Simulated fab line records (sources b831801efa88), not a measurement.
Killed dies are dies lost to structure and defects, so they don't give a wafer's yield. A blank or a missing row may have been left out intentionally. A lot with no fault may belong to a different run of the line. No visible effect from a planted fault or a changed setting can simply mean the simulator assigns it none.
fab line records	flow gf180mcu
record lots=10	wafers=30	lastDay=34
route steps=602 shown MVPSD@87 VT_IMPLANT@132 HV_LDD@213 SAB@277
lots that met no fault: taken from a fault-free run of the same line
startH: hours from the record's opening day to when the first of the lot's shown wafers began	waitH: hours from the lot's prior step to this one	" same as the row above	L1.1+2: a row that stands for several wafers	- no value present, or no start provided	* or withheld: withheld	< > ~ a bound
route shown NAME@n: a module of which the file shows steps, and the number in the route of the first	usual: the fault-free wafers' mean and standard deviation	same: alike in all rows	chamber/n: place in a boat	sites: each site's reading	_std_site: how widely they spread, as a standard deviation	_edge_site: mean of outer sites minus mean of inner sites	radiusMm: for every site, how far away it sits from the centre of the wafer	mask NAME#n: copy n	behind: the tool/chamber that last shaped the wafer	hold: the reason the lot was held/the length of the hold in hours/how it ended	device: whichever transistor did not switch (one of n, p or np)	end of line: the tests these same wafers got at the end of their route	a step with no rows: only its recipe	killed: dies lost to structure and defects at the first sort, not the wafer's yield	map: a wafer's dies, x killed, . not, _ none there
set.NAME: the setting as run; set.NAME@STEP: as run at that earlier step	model.NAME: the simulator's own value behind a step, which no gauge read
steps of the route over a sample of lots; a table a step, a row a wafer
services: a tool's chamber out of use, with start hour (startH, from the record's first day; less than 0 if before it), hours out, and reason
## steps
# step GF_MVPSD_IMPLANT_09
# recipe species=B	energyKev=40	doseCm2=5e+12	tiltDeg=0
# usual doseIonsCm2=5e+12/5.1e+09	faradayCurrentUA=28.3/0.59
# same implantIonAmu=11
lot.wafer	tool	chamber	startH	waitH	doseIonsCm2	faradayCurrentUA
L457.2	implanter-03	0	94.39	0.1	4.994e+12	27.3
L457.4	"	0	"	"	4.996e+12	28.4
L457.6	"	0	"	"	4.997e+12	28.3
L460.1	implanter-04	0	112.86	0.1	5.006e+12	29.1
L460.4	"	0	"	"	5e+12	28.8
L460.6	"	0	"	"	5.008e+12	27.7
L461.3	implanter-04	0	121.93	0.1	4.997e+12	28.5
L461.4	"	0	"	"	4.991e+12	28.1
L461.6	"	0	"	"	4.989e+12	28.3
L463.3	implanter-01	0	132.13	0.1	5.004e+12	28.6
L463.4	"	0	"	"	4.997e+12	27.7
L463.6	"	0	"	"	5e+12	27.9
L464.2	implanter-03	0	138.91	0.1	5.002e+12	27.3
L464.5	"	0	"	"	5e+12	28.0
L464.6	"	0	"	"	5.002e+12	27.5
L469.3	implanter-03	0	166.71	0.1	7.864e+12	43.6
L469.4	"	0	"	"	7.868e+12	43.3
L469.5	"	0	"	"	7.862e+12	44.4
L472.1	implanter-03	0	185.21	0.1	7.866e+12	43.7
L472.5	"	0	"	"	7.866e+12	44.2
L472.6	"	0	"	"	7.869e+12	45.2
L475.2	implanter-04	0	204.78	0.1	5e+12	27.7
L475.4	"	0	"	"	4.998e+12	27.8
L475.6	"	0	"	"	5e+12	28.4
L476.3	implanter-04	0	209.16	0.1	4.997e+12	28.8
L476.4	"	0	"	"	4.993e+12	28.7
L476.6	"	0	"	"	5e+12	28.7
L479.4	implanter-01	0	228.76	0.1	5.002e+12	27.7
L479.5	"	0	"	"	5e+12	28.4
L479.6	"	0	"	"	4.998e+12	28.3
# step GF_MVPSD_TW_MEAS_11
# usual MVPSD_TW=553/4
lot.wafer	tool	chamber	startH	waitH	MVPSD_TW
L457.2	filmMetro-03	-	94.62	0.1	550
L457.4	"	-	"	"	551
L457.6	"	-	"	"	551
L460.1	filmMetro-03	-	113.11	0.1	550
L460.4	"	-	"	"	551
L460.6	"	-	"	"	551
L461.3	filmMetro-01	-	122.15	0.1	554
L461.4	"	-	"	"	555
L461.6	"	-	"	"	549
L463.3	filmMetro-03	-	132.35	0.1	553
L463.4	"	-	"	"	552
L463.6	"	-	"	"	552
L464.2	filmMetro-01	-	139.14	0.1	553
L464.5	"	-	"	"	552
L464.6	"	-	"	"	551
L469.3	filmMetro-03	-	166.93	0.1	568
L469.4	"	-	"	"	568
L469.5	"	-	"	"	569
L472.1	filmMetro-03	-	185.46	0.1	569
L472.5	"	-	"	"	572
L472.6	"	-	"	"	572
L475.2	filmMetro-01	-	205.02	0.1	551
L475.4	"	-	"	"	556
L475.6	"	-	"	"	553
L476.3	filmMetro-01	-	209.38	0.1	551
L476.4	"	-	"	"	551
L476.6	"	-	"	"	552
L479.4	filmMetro-03	-	228.96	0.1	551
L479.5	"	-	"	"	550
L479.6	"	-	"	"	550
# step GF_VT_IMPLANT_STRIP_42
# recipe chemistry=O2/N2	powerW=1400	pressureMtorr=1500	platenTempC=250	o2FlowSccm=3000	n2FlowSccm=300	overashFraction=0.5
# usual chamberPressureMTorr=1500.0/1.5	drypumpMotorCurrentA=5.9/0.33	heaterPowerW=347/34	n2FlowSccm=299.8/0.91	oesProductAu=0.716/0.0046	stripTimeToEndpointS=12.61/0.036
lot.wafer	tool	chamber	startH	waitH	chamberPressureMTorr	drypumpMotorCurrentA	heaterPowerW	n2FlowSccm	oesProductAu	rfHoursCounterH	stripTimeToEndpointS
L457.2	plasmaAsher-02	0	153.36	0.1	1500.4	5.9	310	301.9	0.712	4	12.57
L457.4	"	0	"	"	1498.4	5.9	315	300.3	0.712	-	12.56
L457.6	"	1	"	"	1499.6	6.1	307	298.5	0.719	-	12.55
L460.1	plasmaAsher-03	0	174.43	0.1	1500.5	5.3	362	300.4	0.713	39	12.56
L460.4	"	1	"	"	1497.8	6.1	334	299.7	0.718	-	12.56
L460.6	"	0	"	"	1499.1	5.3	353	300.7	0.715	-	12.56
L461.3	plasmaAsher-02	1	184.02	0.1	1498.7	6.1	321	299.2	0.716	-	12.56
L461.4	"	0	"	"	1500.0	5.9	315	299.7	0.718	-	12.60
L461.6	"	0	"	"	1501.1	5.9	316	299.1	0.710	-	12.60
L463.3	plasmaAsher-04	1	195.69	0.1	1501.2	6.1	327	299.7	0.710	-	12.60
L463.4	"	0	"	"	1498.0	6.3	401	300.7	0.716	-	12.56
L463.6	"	1	"	"	1498.4	6.1	326	298.9	0.721	-	12.61
L464.2	plasmaAsher-03	1	204.76	0.1	1499.3	6.1	335	300.8	0.711	42	12.59
L464.5	"	0	"	"	1499.7	5.3	370	298.2	0.715	-	12.58
L464.6	"	1	"	"	1500.9	6.1	338	299.3	0.720	-	12.58
L469.3	plasmaAsher-04	1	235.24	0.1	1498.3	6.0	318	300.0	0.724	-	12.65
L469.4	"	0	"	"	1499.1	6.3	411	299.4	0.716	-	12.68
L469.5	"	0	"	"	1498.2	6.2	411	300.3	0.714	-	12.63
L472.1	plasmaAsher-03	1	257.68	0.1	1498.8	6.1	336	298.6	0.716	47	12.63
L472.5	"	1	"	"	1502.5	6.1	338	299.5	0.722	-	12.68
L472.6	"	0	"	"	1499.5	5.3	355	300.7	0.714	-	12.62
L475.2	plasmaAsher-02	0	278.45	0.1	1501.9	5.9	320	301.9	0.714	16	12.63
L475.4	"	1	"	"	1498.3	6.1	314	300.7	0.715	-	12.66
L475.6	"	0	"	"	1501.8	5.9	313	298.7	0.714	-	12.62
L476.3	plasmaAsher-04	0	284.82	0.1	1497.7	6.2	404	299.0	0.713	-	12.61
L476.4	"	1	"	"	1500.8	6.1	319	298.4	0.713	-	12.60
L476.6	"	0	"	"	1499.0	6.2	413	298.8	0.718	-	12.65
L479.4	plasmaAsher-03	0	303.47	0.1	1498.5	5.3	355	300.1	0.713	-	12.61
L479.5	"	0	"	"	1503.7	5.3	371	300.8	0.711	-	12.59
L479.6	"	1	"	"	1497.9	6.1	333	300.1	0.719	-	12.53
# step GF_VT_IMPLANT_RS_MEAS_49
# recipe thkMeasGauge=four-point-probe
# usual MVPSD_RS=1168.7/2.8
lot.wafer	tool	chamber	startH	waitH	MVPSD_RS[ohm/sq]
L457.2	filmMetro-01	-	154.05	0.1	1171.1
L457.4	"	-	"	"	1171.3
L457.6	"	-	"	"	1167.0
L460.1	filmMetro-01	-	175.14	0.1	1169.0
L460.4	"	-	"	"	1170.8
L460.6	"	-	"	"	1174.0
L461.3	filmMetro-03	-	184.70	0.1	1168.5
L461.4	"	-	"	"	1169.3
L461.6	"	-	"	"	1170.5
L463.3	filmMetro-01	-	196.37	0.1	1165.3
L463.4	"	-	"	"	1166.3
L463.6	"	-	"	"	1169.1
L464.2	filmMetro-01	-	205.51	0.1	1171.1
L464.5	"	-	"	"	1168.8
L464.6	"	-	"	"	1167.7
L469.3	filmMetro-01	-	235.97	0.1	1063.9
L469.4	"	-	"	"	1063.0
L469.5	"	-	"	"	1062.2
L472.1	filmMetro-04	-	258.40	0.1	1062.4
L472.5	"	-	"	"	1067.2
L472.6	"	-	"	"	1062.4
L475.2	filmMetro-03	-	279.15	0.1	1166.8
L475.4	"	-	"	"	1166.5
L475.6	"	-	"	"	1166.6
L476.3	filmMetro-04	-	285.49	0.1	1166.8
L476.4	"	-	"	"	1174.7
L476.6	"	-	"	"	1169.9
L479.4	filmMetro-04	-	304.16	0.1	1169.4
L479.5	"	-	"	"	1171.6
L479.6	"	-	"	"	1169.3
# step GF_HV_LDD_STRIP_37
# recipe chemistry=O2/N2	powerW=1400	pressureMtorr=1500	platenTempC=250	o2FlowSccm=3000	n2FlowSccm=300	overashFraction=0.5
# usual chamberPressureMTorr=1500.0/1.3	drypumpMotorCurrentA=5.8/0.32	heaterPowerW=351/32	n2FlowSccm=300.0/0.94	oesProductAu=0.716/0.0046	stripTimeToEndpointS=12.64/0.04
lot.wafer	tool	chamber	startH	waitH	chamberPressureMTorr	drypumpMotorCurrentA	heaterPowerW	n2FlowSccm	oesProductAu	rfHoursCounterH	stripTimeToEndpointS
L457.2	plasmaAsher-03	1	249.98	0.1	1498.8	6.1	350	299.8	0.716	46	12.65
L457.4	"	0	"	"	1499.7	5.3	361	298.4	0.710	-	12.59
L457.6	"	1	"	"	1501.6	6.1	330	299.8	0.708	-	12.63
L460.1	plasmaAsher-02	1	273.38	0.1	1500.0	6.1	310	300.7	0.719	15	12.59
L460.4	"	1	"	"	1498.4	6.1	308	301.8	0.718	-	12.62
L460.6	"	0	"	"	1498.3	5.9	315	299.4	0.711	-	12.60
L461.3	plasmaAsher-01	1	284.21	0.1	1499.8	5.5	371	299.6	0.706	-	12.66
L461.4	"	0	"	"	1497.9	5.9	416	299.6	0.710	-	12.64
L461.6	"	1	"	"	1500.8	5.5	380	299.3	0.714	-	12.62
L463.3	plasmaAsher-02	1	295.90	0.1	1500.4	6.1	305	300.2	0.715	-	12.59
L463.4	"	0	"	"	1500.1	5.9	308	300.9	0.718	-	12.56
L463.6	"	1	"	"	1499.0	6.1	310	300.3	0.711	-	12.60
L464.2	plasmaAsher-03	1	309.95	0.1	1500.3	6.1	333	300.5	0.719	49	12.61
L464.5	"	0	"	"	1498.9	5.3	365	299.7	0.721	-	12.62
L464.6	"	1	"	"	1499.6	6.1	331	301.5	0.713	-	12.60
L469.3	plasmaAsher-03	0	344.03	0.1	1499.1	5.3	363	299.0	0.725	-	12.57
L469.4	"	1	"	"	1500.7	6.1	340	298.8	0.717	-	12.52
L469.5	"	1	"	"	1499.0	6.1	337	298.7	0.709	-	12.55
L472.1	plasmaAsher-02	0	375.47	0.1	1499.9	5.9	308	300.1	0.712	26	12.60
L472.5	"	0	"	"	1500.2	5.9	310	299.4	0.714	-	12.61
L472.6	"	1	"	"	1502.0	6.1	311	299.9	0.721	-	12.63
L475.2	plasmaAsher-03	0	405.72	0.1	1501.5	5.3	351	302.0	0.720	60	12.56
L475.4	"	1	"	"	1498.0	6.1	335	301.2	0.726	-	12.60
L475.6	"	1	"	"	1499.0	6.1	336	298.8	0.723	-	12.61
L476.3	plasmaAsher-01	1	406.36	0.1	1497.2	5.6	371	298.9	0.713	-	12.68
L476.4	"	0	"	"	1499.6	5.9	418	300.0	0.717	-	12.65
L476.6	"	1	"	"	1502.3	5.5	374	299.1	0.720	-	12.69
L479.4	plasmaAsher-03	0	429.71	0.1	1499.6	5.4	362	298.4	0.713	-	12.66
L479.5	"	0	"	"	1500.2	5.3	363	299.5	0.720	-	12.65
L479.6	"	1	"	"	1501.0	6.1	334	300.1	0.711	-	12.66
# step GF_SAB_STRIP_13
# recipe chemistry=O2/N2	powerW=1400	pressureMtorr=1500	platenTempC=250	o2FlowSccm=3000	n2FlowSccm=300	overashFraction=0.5
# usual chamberPressureMTorr=1499.8/1.2	drypumpMotorCurrentA=5.93/0.23	heaterPowerW=358/43	n2FlowSccm=300.2/0.84	oesProductAu=0.710/0.0046	stripTimeToEndpointS=12.60/0.035
lot.wafer	tool	chamber	startH	waitH	chamberPressureMTorr	drypumpMotorCurrentA	heaterPowerW	n2FlowSccm	oesProductAu	rfHoursCounterH	stripTimeToEndpointS
L457.2	plasmaAsher-04	0	331.05	0.0	1499.0	6.22	412	299.7	0.714	69	12.67
L457.4	"	1	"	"	1501.4	6.05	318	300.7	0.707	-	12.67
L457.6	"	1	"	"	1501.0	6.08	324	300.3	0.714	-	12.66
L460.1	plasmaAsher-01	0	356.62	0.0	1501.7	5.86	408	301.4	0.706	72	12.58
L460.4	"	1	"	"	1499.0	5.58	381	299.9	0.712	-	12.57
L460.6	"	0	"	"	1503.1	5.85	416	299.3	0.708	-	12.56
L461.3	plasmaAsher-01	0	368.41	0.0	1500.4	5.89	405	299.0	0.702	-	12.59
L461.4	"	1	"	"	1499.3	5.56	376	298.7	0.714	-	12.53
L461.6	"	1	"	"	1498.1	5.56	363	299.8	0.710	-	12.58
L463.3	plasmaAsher-04	1	383.34	0.0	1500.8	6.09	317	299.8	0.703	-	12.59
L463.4	"	0	"	"	1499.4	6.29	413	300.7	0.703	-	12.58
L463.6	"	1	"	"	1499.0	6.06	315	299.2	0.717	-	12.63
L464.2	plasmaAsher-01	0	401.62	0.0	1499.1	5.84	410	299.0	0.709	76	12.61
L464.5	"	0	"	"	1501.5	5.88	412	299.2	0.717	-	12.63
L464.6	"	1	"	"	1500.0	5.56	375	299.7	0.713	-	12.61
L469.3	plasmaAsher-01	0	439.57	0.0	1498.4	5.85	404	299.7	0.716	-	12.59
L469.4	"	1	"	"	1497.7	5.52	377	301.6	0.717	-	12.56
L469.5	"	0	"	"	1499.6	5.89	399	299.1	0.706	-	12.59
L472.1	plasmaAsher-02	0	476.12	0.0	1499.0	5.93	308	299.9	0.708	38	12.58
L472.5	"	0	"	"	1498.1	5.92	308	299.9	0.709	-	12.59
L472.6	"	1	"	"	1500.1	6.08	306	300.1	0.703	-	12.60
L475.2	plasmaAsher-04	0	508.67	0.0	1499.9	6.23	412	299.6	0.703	87	12.60
L475.4	"	1	"	"	1498.5	6.04	321	300.9	0.709	-	12.63
L475.6	"	0	"	"	1498.6	6.28	406	300.7	0.707	-	12.59
L476.3	plasmaAsher-01	0	512.01	0.0	1498.8	5.84	405	301.9	0.712	-	12.61
L476.4	"	1	"	"	1499.5	5.55	371	299.9	0.709	-	12.60
L476.6	"	1	"	"	1498.0	5.54	380	299.2	0.705	-	12.57
L479.4	plasmaAsher-01	0	529.78	0.0	1499.7	5.88	400	299.8	0.711	-	12.55
L479.5	"	0	"	"	1498.4	5.90	412	299.4	0.712	-	12.54
L479.6	"	1	"	"	1498.7	5.56	369	300.2	0.713	-	12.57
## services
tool	chamber	startH	hours	kind
plasmaAsher-02	-	108.75	9.0	pm
plasmaAsher-02	-	161.97	14.6	pm
plasmaAsher-01	-	170.09	1.5	repair
plasmaAsher-03	-	173.56	0.5	repair
plasmaAsher-03	-	176.81	2.4	repair
implanter-03	-	255.34	2.7	pm
plasmaAsher-03	-	266.85	33.5	repair
implanter-04	-	267.19	2.6	repair
implanter-04	-	283.15	2.0	repair
plasmaAsher-02	-	299.49	4.1	repair
plasmaAsher-04	-	317.19	0.8	repair
implanter-03	-	328.12	1.6	repair
implanter-04	-	355.03	3.1	repair
plasmaAsher-04	-	372.44	2.8	pm
plasmaAsher-02	-	380.25	4.2	repair
plasmaAsher-01	-	421.25	9.0	pm
implanter-03	-	442.80	3.0	repair
implanter-03	-	465.46	3.2	pm
plasmaAsher-03	-	467.62	5.3	repair
implanter-04	-	491.34	3.0	repair
plasmaAsher-01	-	500.61	1.1	repair
implanter-04	-	508.52	4.7	pm
plasmaAsher-03	-	514.53	1.3	repair
plasmaAsher-04	-	524.14	3.7	repair
## key
firstSign step=GF_MVPSD_IMPLANT_09	reading=doseIonsCm2	direction=up	sigmas=99+	usual=5e+12	struck=7.866e+12
effect step=GF_MVPSD_IMPLANT_09	reading=faradayCurrentUA	direction=up	sigmas=27	usual=28.3	struck=44.1
effect step=GF_MVPSD_TW_MEAS_11	reading=MVPSD_TW	direction=up	sigmas=4.1	usual=553	struck=570
effect step=GF_VT_IMPLANT_RS_MEAS_49	reading=MVPSD_RS	direction=down	sigmas=37	usual=1168.7	struck=1063.5
metAt GF_MVPSD_IMPLANT_09
struckLots L469,L472
testerLeftOut L469,L472
notActingAt GF_VT_IMPLANT_STRIP_42,GF_HV_LDD_STRIP_37,GF_SAB_STRIP_13
onsetBetween 138.91 166.71
fault kind=processParameterDrift	tool=implanter-03	chamber=-	onsetH=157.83	steps=GF_MVPSD_IMPLANT_09	channel=doseCm2	offset=2.8615e+12	shape=step	endH=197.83	actsIn=theseRecipesOnly	stated=5e+12
# testerLeftOut: of these lots the tester's yield and bins aren't shown, on N5 and GAA mostly nor the transistor test; their killed dies are dies lost to structure and defects alone, not to doping, threshold or leakage, so they don't give the yield
